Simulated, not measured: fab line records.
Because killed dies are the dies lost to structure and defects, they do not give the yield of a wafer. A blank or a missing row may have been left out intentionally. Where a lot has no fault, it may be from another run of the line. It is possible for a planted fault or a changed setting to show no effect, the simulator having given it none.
Which tool did it? / flow gf180mcu / 36 wafers from 12 lots sampled at 6 of the route's 602 steps

WHAT THE GAUGES SHOWED, per wafer
GF_VT_IMPLANT_RS_MEAS_47: a four-point-probe measurement.
lot=L687; measured=day 7 14:41; on=film metro-04; NWELL_RS (ohm/sq)=488.3 487.7 488.4
lot=L689; measured=day 8 03:37; on=film metro-02; NWELL_RS (ohm/sq)=490.5 491.8 489.7
lot=L690; measured=day 8 09:41; on=film metro-02; NWELL_RS (ohm/sq)=486.8 485.9 488.1
lot=L692; measured=day 9 01:07; on=film metro-03; NWELL_RS (ohm/sq)=486.5 489.1 489.3
lot=L693; measured=day 9 03:45; on=film metro-03; NWELL_RS (ohm/sq)=486.9 486.5 486.2
lot=L698; measured=day 10 18:52; on=film metro-04; NWELL_RS (ohm/sq)=487.7 486.6 488.2
lot=L700; measured=day 11 03:04; on=film metro-03; NWELL_RS (ohm/sq)=486.5 487.2 485.3
lot=L702; measured=day 11 17:11; on=film metro-03; NWELL_RS (ohm/sq)=485.6 485.7 486.6
lot=L703; measured=day 12 00:17; on=film metro-02; NWELL_RS (ohm/sq)=487.7 488.0 487.7
lot=L704; measured=day 12 07:01; on=film metro-03; NWELL_RS (ohm/sq)=486.9 488.3 486.6
lot=L705; measured=day 12 14:28; on=film metro-04; NWELL_RS (ohm/sq)=488.3 489.9 489.6
lot=L708; measured=day 13 08:31; on=film metro-03; NWELL_RS (ohm/sq)=487.7 487.0 486.6

GF_VT_IMPLANT_RS_MEAS_49: a four-point-probe measurement.
lot=L687; measured=day 7 14:56; on=film metro-04; MVPSD_RS (ohm/sq)=1171.0 1167.8 1167.4
lot=L689; measured=day 8 03:52; on=film metro-02; MVPSD_RS (ohm/sq)=1168.0 1167.5 1171.7
lot=L690; measured=day 8 09:55; on=film metro-02; MVPSD_RS (ohm/sq)=1165.8 1162.6 1167.3
lot=L692; measured=day 9 01:22; on=film metro-03; MVPSD_RS (ohm/sq)=1167.1 1168.2 1170.7
lot=L693; measured=day 9 03:59; on=film metro-03; MVPSD_RS (ohm/sq)=1166.2 1166.8 1166.3
lot=L698; measured=day 10 19:06; on=film metro-04; MVPSD_RS (ohm/sq)=1168.9 1168.1 1168.6
lot=L700; measured=day 11 03:19; on=film metro-03; MVPSD_RS (ohm/sq)=1166.1 1170.2 1169.2
lot=L702; measured=day 11 17:26; on=film metro-03; MVPSD_RS (ohm/sq)=1166.8 1167.3 1168.2
lot=L703; measured=day 12 00:31; on=film metro-02; MVPSD_RS (ohm/sq)=1164.1 1168.4 1160.5
lot=L704; measured=day 12 07:16; on=film metro-03; MVPSD_RS (ohm/sq)=1163.5 1164.0 1165.6
lot=L705; measured=day 12 14:43; on=film metro-04; MVPSD_RS (ohm/sq)=1171.2 1171.9 1170.5
lot=L708; measured=day 13 08:45; on=film metro-03; MVPSD_RS (ohm/sq)=1165.8 1166.8 1162.8

GF_PSD_TW_MEAS_11.
lot=L687; measured=day 14 05:22; on=film metro-01; PSD_TW=3092 3104 3097
lot=L689; measured=day 15 00:10; on=film metro-02; PSD_TW=3167 3157 3158
lot=L690; measured=day 15 04:34; on=film metro-04; PSD_TW=3194 3196 3188
lot=L692; measured=day 16 00:10; on=film metro-02; PSD_TW=3172 3194 3171
lot=L693; measured=day 16 08:01; on=film metro-01; PSD_TW=3104 3121 3109
lot=L698; measured=day 18 09:55; on=film metro-02; PSD_TW=3140 3165 3145
lot=L700; measured=day 18 19:43; on=film metro-04; PSD_TW=3176 3166 3187
lot=L702; measured=day 19 14:49; on=film metro-01; PSD_TW=3141 3132 3124
lot=L703; measured=day 19 18:15; on=film metro-02; PSD_TW=3179 3175 3170
lot=L704; measured=day 20 09:46; on=film metro-04; PSD_TW=3176 3175 3170
lot=L705; measured=day 20 14:34; on=film metro-01; PSD_TW=3091 3090 3106
lot=L708; measured=day 21 12:01; on=film metro-01; PSD_TW=3125 3115 3129

GF_PSD_RS_MEAS_14: a four-point-probe measurement.
lot=L687; measured=day 14 05:34; on=film metro-02; NSD_RS (ohm/sq)=46.14 46.16 46.05
lot=L689; measured=day 15 00:21; on=film metro-04; NSD_RS (ohm/sq)=46.09 46.10 46.08
lot=L690; measured=day 15 04:46; on=film metro-01; NSD_RS (ohm/sq)=46.25 46.14 46.03
lot=L692; measured=day 16 00:21; on=film metro-04; NSD_RS (ohm/sq)=46.09 46.18 46.22
lot=L693; measured=day 16 08:13; on=film metro-01; NSD_RS (ohm/sq)=46.24 46.20 46.18
lot=L698; measured=day 18 10:06; on=film metro-04; NSD_RS (ohm/sq)=46.28 46.23 46.23
lot=L700; measured=day 18 19:54; on=film metro-02; NSD_RS (ohm/sq)=43.61 43.64 43.69 43.67 43.59 43.51
lot=L702; measured=day 19 15:01; on=film metro-01; NSD_RS (ohm/sq)=43.72 43.65 43.69 43.86 43.78 43.82
lot=L703; measured=day 19 18:27; on=film metro-02; NSD_RS (ohm/sq)=45.89 46.15 46.00
lot=L704; measured=day 20 09:57; on=film metro-01; NSD_RS (ohm/sq)=46.05 46.14 45.93
lot=L705; measured=day 20 14:46; on=film metro-01; NSD_RS (ohm/sq)=46.18 46.19 46.00
lot=L708; measured=day 21 12:14; on=film metro-04; NSD_RS (ohm/sq)=46.18 46.10 46.10

EACH LOT AND THE TOOL THAT RAN IT (in order: tool; ch and the chambers of the sampled wafers; start)
lot=L687; GF_NSD_IMPLANT_09=implanter-01 ch 0, day 13 08:07; GF_NSD_STRIP_11=plasma asher-03 ch 0,1, day 13 08:24
lot=L689; GF_NSD_IMPLANT_09=implanter-04 ch 0, day 14 02:22; GF_NSD_STRIP_11=plasma asher-01 ch 0,1, day 14 02:40
lot=L690; GF_NSD_IMPLANT_09=implanter-04 ch 0, day 14 06:07; GF_NSD_STRIP_11=plasma asher-03 ch 0,1, day 14 06:25
lot=L692; GF_NSD_IMPLANT_09=implanter-01 ch 0, day 15 01:33; GF_NSD_STRIP_11=plasma asher-04 ch 0,1, day 15 01:51
lot=L693; GF_NSD_IMPLANT_09=implanter-01 ch 0, day 15 08:38; GF_NSD_STRIP_11=plasma asher-01 ch 0,1, day 15 08:55
lot=L698; GF_NSD_IMPLANT_09=implanter-01 ch 0, day 17 09:53; GF_NSD_STRIP_11=plasma asher-03 ch 0,1, day 17 10:11
lot=L700; GF_NSD_IMPLANT_09=implanter-01 ch 0, day 17 19:01; GF_NSD_STRIP_11=plasma asher-01 ch 1, day 17 19:19
lot=L702; GF_NSD_IMPLANT_09=implanter-01 ch 0, day 18 13:47; GF_NSD_STRIP_11=plasma asher-04 ch 0,1, day 18 14:04
lot=L703; GF_NSD_IMPLANT_09=implanter-03 ch 0, day 18 17:40; GF_NSD_STRIP_11=plasma asher-04 ch 0,1, day 18 17:58
lot=L704; GF_NSD_IMPLANT_09=implanter-03 ch 0, day 19 09:03; GF_NSD_STRIP_11=plasma asher-03 ch 0,1, day 19 09:21
lot=L705; GF_NSD_IMPLANT_09=implanter-04 ch 0, day 19 14:15; GF_NSD_STRIP_11=plasma asher-01 ch 0,1, day 19 14:33
lot=L708; GF_NSD_IMPLANT_09=implanter-04 ch 0, day 20 11:13; GF_NSD_STRIP_11=plasma asher-01 ch 0,1, day 20 11:29
- GF_NSD_IMPLANT_09
- GF_NSD_STRIP_11: strips in O2/N2.

AS READ BY THE TOOLS THEMSELVES (means over the sampled wafers that have a number; for cases with no such wafer, the mark the record gives instead)
GF_NSD_IMPLANT_09.
lot=L687; tool=implanter-01; beam energy keV=59.996; beam on s (s)=16.6; end station pressure torr (Torr)=1.39e-05
lot=L689; tool=implanter-04; beam energy keV=60.001; beam on s (s)=19.3; end station pressure torr (Torr)=1.23e-05
lot=L690; tool=implanter-04; beam energy keV=59.998; beam on s (s)=19.1; end station pressure torr (Torr)=1.23e-05
lot=L692; tool=implanter-01; beam energy keV=59.994; beam on s (s)=16.6; end station pressure torr (Torr)=1.47e-05
lot=L693; tool=implanter-01; beam energy keV=59.999; beam on s (s)=16.2; end station pressure torr (Torr)=1.39e-05
lot=L698; tool=implanter-01; beam energy keV=59.989; beam on s (s)=16.7; end station pressure torr (Torr)=1.43e-05
lot=L700; tool=implanter-01; beam energy keV=68.684; beam on s (s)=16.6; end station pressure torr (Torr)=1.42e-05
lot=L702; tool=implanter-01; beam energy keV=68.704; beam on s (s)=16.4; end station pressure torr (Torr)=1.44e-05
lot=L703; tool=implanter-03; beam energy keV=60.009; beam on s (s)=18.6; end station pressure torr (Torr)=1.29e-05
lot=L704; tool=implanter-03; beam energy keV=59.992; beam on s (s)=18.3; end station pressure torr (Torr)=1.28e-05
lot=L705; tool=implanter-04; beam energy keV=59.984; beam on s (s)=19.3; end station pressure torr (Torr)=1.25e-05
lot=L708; tool=implanter-04; beam energy keV=59.999; beam on s (s)=19.1; end station pressure torr (Torr)=1.25e-05

GF_NSD_STRIP_11.
lot=L687; tool=plasma asher-03; drypump motor current A (A)=5.9; heater power w (W)=316; oes product au (a.u.)=0.484; strip time to endpoint s (s)=22.95
lot=L689; tool=plasma asher-01; drypump motor current A (A)=5.9; heater power w (W)=318; oes product au (a.u.)=0.488; strip time to endpoint s (s)=22.99
lot=L690; tool=plasma asher-03; drypump motor current A (A)=5.9; heater power w (W)=320; oes product au (a.u.)=0.485; strip time to endpoint s (s)=22.94
lot=L692; tool=plasma asher-04; drypump motor current A (A)=5.4; heater power w (W)=312; oes product au (a.u.)=0.486; strip time to endpoint s (s)=22.94
lot=L693; tool=plasma asher-01; drypump motor current A (A)=5.9; heater power w (W)=317; oes product au (a.u.)=0.484; strip time to endpoint s (s)=22.94
lot=L698; tool=plasma asher-03; drypump motor current A (A)=5.9; heater power w (W)=318; oes product au (a.u.)=0.486; strip time to endpoint s (s)=22.89
lot=L700; tool=plasma asher-01; drypump motor current A (A)=5.8; heater power w (W)=345; oes product au (a.u.)=0.475; strip time to endpoint s (s)=24.18
lot=L702; tool=plasma asher-04; drypump motor current A (A)=5.8; heater power w (W)=326; oes product au (a.u.)=0.475; strip time to endpoint s (s)=24.13
lot=L703; tool=plasma asher-04; drypump motor current A (A)=5.4; heater power w (W)=316; oes product au (a.u.)=0.487; strip time to endpoint s (s)=22.98
lot=L704; tool=plasma asher-03; drypump motor current A (A)=5.9; heater power w (W)=311; oes product au (a.u.)=0.487; strip time to endpoint s (s)=22.96
lot=L705; tool=plasma asher-01; drypump motor current A (A)=5.9; heater power w (W)=325; oes product au (a.u.)=0.485; strip time to endpoint s (s)=22.94
lot=L708; tool=plasma asher-01; drypump motor current A (A)=5.9; heater power w (W)=300; oes product au (a.u.)=0.489; strip time to endpoint s (s)=23.02

THE ANSWER, worked out from the rows above alone
Rule: usual is defined by the lots themselves. The widest of any qualifying gaps counts: lots, ordered by their means at a reading, are off when they make up no more than a third of the lots, leave a main group of 4 or more, and stand apart from it by 3 or more times the standard deviation of that group's means. A main group whose means are all the same, to the digits that the tables above print for the reading, isn't used. Also off: a lot with no number at a reading for which 4 or more lots have one. The other lots that the step has rows for count as sound. The gauges are gone through in route order, then the tools' own readings, and for those a lot's mean is taken as printed above. The first step at which some lot is off is used, and at that step the reading that is off furthest; a lot without a number counts as furthest.
Off: L700, L702, at GF_PSD_RS_MEAS_14 (NSD_RS). Main group: mean 46.13 ohm/sq, sd 0.066.
A tool fits if, at a process step before that reading, it ran every lot that is off, and no sound lot after the first of them. The gauges at GF_PSD_RS_MEAS_14 aren't tried: what is off there is off at GF_NSD_IMPLANT_09 too, on other tools, and a gauge's error can't cause that. One candidate fits, namely implanter-01 at GF_NSD_IMPLANT_09. A fault onset in the window from L698 (day 17 09:53, its last sound lot) to L700 (day 17 19:01, its first lot off) fits.
On the lots that are off, the tool's own readings at GF_NSD_IMPLANT_09 differ by more than 5 times the standard deviation of the sound lots' means, which bears it out; beam energy keV reads 68.694 there versus 59.996 on the sound lots.

WHAT THE SIMULATOR HAD INSERTED
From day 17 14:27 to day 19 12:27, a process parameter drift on implanter-01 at GF_NSD_IMPLANT_09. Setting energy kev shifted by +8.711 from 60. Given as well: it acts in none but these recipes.
Lots struck among those shown: L700, L702. This agrees with what the rule above found.
